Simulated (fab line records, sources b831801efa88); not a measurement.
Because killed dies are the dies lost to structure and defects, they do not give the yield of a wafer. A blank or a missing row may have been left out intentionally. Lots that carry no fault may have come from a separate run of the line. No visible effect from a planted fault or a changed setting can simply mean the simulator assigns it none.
Which of the tools did it?    flow sky130    33 wafers from 11 lots sampled at 4 of the route's 708 steps

== WHAT EACH GAUGE READ, for each wafer ==
SKY_VIA3_RS_MEAS_22: measures by four-point-probe.
lot   measured      on             VIA3_W_RS (ohm/sq)
L233  day 40 10:50  film_metro-01  0.299 0.286 0.301
L234  day 40 21:38  film_metro-01  0.296 0.287 0.304
L236  day 41 08:25  film_metro-02  0.289 0.292 0.287
L238  day 41 22:55  film_metro-01  0.292 0.294 0.294
L240  day 42 08:35  film_metro-01  0.292 0.290 0.292
L241  day 42 16:53  film_metro-04  0.286 0.288 0.293
L244  day 43 09:28  film_metro-04  0.289 0.290 0.290
L245  day 43 23:01  film_metro-01  0.291 0.289 0.303
L246  day 44 02:44  film_metro-04  0.290 0.287 0.292
L253  day 45 21:25  film_metro-04  0.330 0.311 0.330
L254  day 46 09:57  film_metro-04  0.324 0.327 0.314

== WHICH TOOL RAN EACH LOT (tool, then ch and the chambers of the sampled wafers, then the start) ==
lot   SKY_METAL1_DESCUM_17               SKY_METAL2_SPUTTER_01         SKY_VIA3_CVD_21
L233  rie_metal-01 ch 0,1, day 33 14:05  pvd_sputter-04, day 34 19:28  cvd_w-02 ch 0,1, day 40 10:43
L234  rie_metal-01 ch 1, day 34 04:20    pvd_sputter-03, day 35 09:07  cvd_w-02 ch 0,1, day 40 21:31
L236  rie_metal-01 ch 0,1, day 34 14:47  pvd_sputter-04, day 35 19:54  cvd_w-01 ch 0,1, day 41 08:17
L238  rie_metal-04 ch 0, day 35 06:22    pvd_sputter-03, day 36 11:10  cvd_w-01 ch 0,1, day 41 22:46
L240  rie_metal-02 ch 0,1, day 35 17:36  pvd_sputter-03, day 36 22:50  cvd_w-01 ch 0,1, day 42 08:26
L241  rie_metal-04 ch 0, day 36 02:09    pvd_sputter-02, day 37 07:10  cvd_w-01 ch 0,1, day 42 16:44
L244  rie_metal-02 ch 0,1, day 36 22:14  pvd_sputter-02, day 38 01:58  cvd_w-01 ch 0, day 43 09:20
L245  rie_metal-04 ch 1, day 37 10:44    pvd_sputter-02, day 38 17:19  cvd_w-02 ch 0,1, day 43 22:54
L246  rie_metal-01 ch 0,1, day 37 17:11  pvd_sputter-02, day 38 20:52  cvd_w-01 ch 0,1, day 44 02:35
L253  rie_metal-02 ch 0, day 39 16:56    pvd_sputter-03, day 40 20:14  cvd_w-02 ch 0,1, day 45 21:17
L254  rie_metal-02 ch 0, day 40 08:11    pvd_sputter-03, day 41 11:36  cvd_w-02 ch 0,1, day 46 09:50
- SKY_METAL1_DESCUM_17: chemistry O2, time 8 s.
- SKY_METAL2_SPUTTER_01: material TiN, target thk 20 nm, time 16.7 s.
- SKY_VIA3_CVD_21: deposits W, target thk 390 nm, time 117.31 s.

== THE ANSWER, worked out from the rows above alone ==
Rule: what is usual is taken from the lots themselves. Put in order of their means at a reading, lots are off if they are a third of the lots or fewer, leave a main group of 4 or more, and stand apart from it by a gap of 3 or more times the standard deviation of the main group's means; of several such gaps the widest counts. A main group is skipped when, at the precision printed for the reading in the tables above, its means are all equal. A lot without any number at a reading at which 4 lots or more have one is off too. Any other lot the step has rows for is counted as sound.
Off: at SKY_VIA3_RS_MEAS_22 (VIA3_W_RS), L253, L254. Mean 0.292 ohm/sq and standard deviation 0.0026 in the main group.
If a tool, at a process step before that reading, ran all the lots that are off and no sound lot after the first of them, it fits. The gauges at SKY_VIA3_RS_MEAS_22 are tried like those tools. Can't be told from this: 4 tools fit, rie_metal-02 at SKY_METAL1_DESCUM_17, pvd_sputter-03 at SKY_METAL2_SPUTTER_01, cvd_w-02 at SKY_VIA3_CVD_21, film_metro-04 at SKY_VIA3_RS_MEAS_22.

== WHAT THE SIMULATOR HAD INSERTED ==
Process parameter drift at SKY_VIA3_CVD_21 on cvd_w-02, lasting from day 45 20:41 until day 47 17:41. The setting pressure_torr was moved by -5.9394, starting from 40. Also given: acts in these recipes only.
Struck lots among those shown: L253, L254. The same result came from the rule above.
